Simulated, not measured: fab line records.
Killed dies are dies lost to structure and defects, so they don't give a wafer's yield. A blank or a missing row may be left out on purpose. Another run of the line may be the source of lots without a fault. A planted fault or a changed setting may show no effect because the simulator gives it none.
A struck lot beside a sound one    flow sky130    16 steps out of a route of 708
Sound: wafers L696.3, L696.4, L696.5. Wafers L704.2, L704.3, L704.4 were the ones struck. The cause is given at the end.
At each step with rows: each side's tool, then ch and its chambers, then its first start. Under that, the readings that differ: sound wafers    struck wafers    difference of the means    sigmas: that difference in standard deviations of wafers without a fault.
alike: words and numbers the same on both sides, and readings whose means are apart by under 2 such deviations; not compared: readings that were withheld, readings missing a value for some wafer, numbers with overlapping values and no deviation given by the record, and bounds like >300 which may hide the same value.
The two part at a step that has a row with sigmas, a row that says differs or no value, or rows on one side only. Non-overlapping numbers with no deviation appear without sigmas and do not part them. Lack of a reading on every wafer of one side parts them only where that side has two or more wafers.

first, 2 steps without rows for these wafers: SKY_VT_ADJUST_LVTN_PEB_16; SKY_VT_ADJUST_LVTN_DEVELOP_17 (develop time 60 s).
SKY_VT_ADJUST_LVTN_OVL_MEAS_18:
  sound: overlay-02 at day 8 21:08; struck: overlay-01 at day 10 12:08
  alike: VT_ADJUST_LVTN_01_OVL
following that, these wafers have no rows for 1 step: SKY_VT_ADJUST_LVTN_IMPLANT_19.
SKY_VT_ADJUST_LVTN_STRIP_20: strips in O2/N2.
  sound on plasma_asher-03 ch 0,1, day 8 21:21; struck on plasma_asher-01 ch 0,1, day 10 12:19
  alike: drypump_motor_current_A, oes_product_au, strip_time_to_endpoint_s
  not compared: rf_hours_counter_h
SKY_VT_ADJUST_LVTN_TW_MEAS_21:
  sound: film_metro-01 at day 8 21:26; struck: film_metro-02 at day 10 12:26
  alike: VT_ADJUST_LVTN_2_TW
then, 6 steps without rows for these wafers: SKY_VT_ADJUST_NCORE_DEHYDRATE_00 (time 60 s); SKY_VT_ADJUST_NCORE_HMDS_01 (prime time 60 s); SKY_VT_ADJUST_NCORE_COAT_02 (resist thk 1140 nm); SKY_VT_ADJUST_NCORE_SOFTBAKE_03 (time 60 s); SKY_VT_ADJUST_NCORE_EXPOSE_04 (exposes mask LVTN COMPLEMENT THIN, target cd 380 nm); SKY_VT_ADJUST_NCORE_PEB_05.
SKY_VT_ADJUST_NCORE_DEVELOP_06: develop time 60 s.
  sound on litho_track-01 ch 0, day 9 19:14; struck on litho_track-01 ch 0, day 11 11:24
  alike: chill_plate_temp_C
SKY_VT_ADJUST_NCORE_CD_MEAS_07: the cd target is 380 nm.
  sound: cd_sem-01 at day 9 19:22; struck: cd_sem-01 at day 11 11:33
reading     sound              struck             difference  sigmas
cd_nm (nm)  376.7 376.2 375.6  262.1 261.5 261.7  -114.4      -42
SKY_VT_ADJUST_NCORE_OVL_MEAS_08:
  sound: overlay-02 at day 9 19:28; struck: overlay-01 at day 11 11:39
reading                   sound        struck       difference  sigmas
VT_ADJUST_NCORE_OVL (nm)  0.7 0.1 1.4  3.6 3.3 3.8  +2.8        +2
-- record jumps: 37 days separate the struck wafers' starts on either side; left off in module VT_ADJUST_NCORE, taken up again in module PAD_OPEN, whose first shown step is the route's number 708 --
SKY_PAD_OPEN_PROBE_99:
  the record has rows for the struck wafers here (prober-01, day 48 17:59) and none for the sound ones

## WHERE THEY PART
Earliest at SKY_VT_ADJUST_NCORE_CD_MEAS_07; latest, in this record, at SKY_PAD_OPEN_PROBE_99.

WHY: the cause the simulator had injected
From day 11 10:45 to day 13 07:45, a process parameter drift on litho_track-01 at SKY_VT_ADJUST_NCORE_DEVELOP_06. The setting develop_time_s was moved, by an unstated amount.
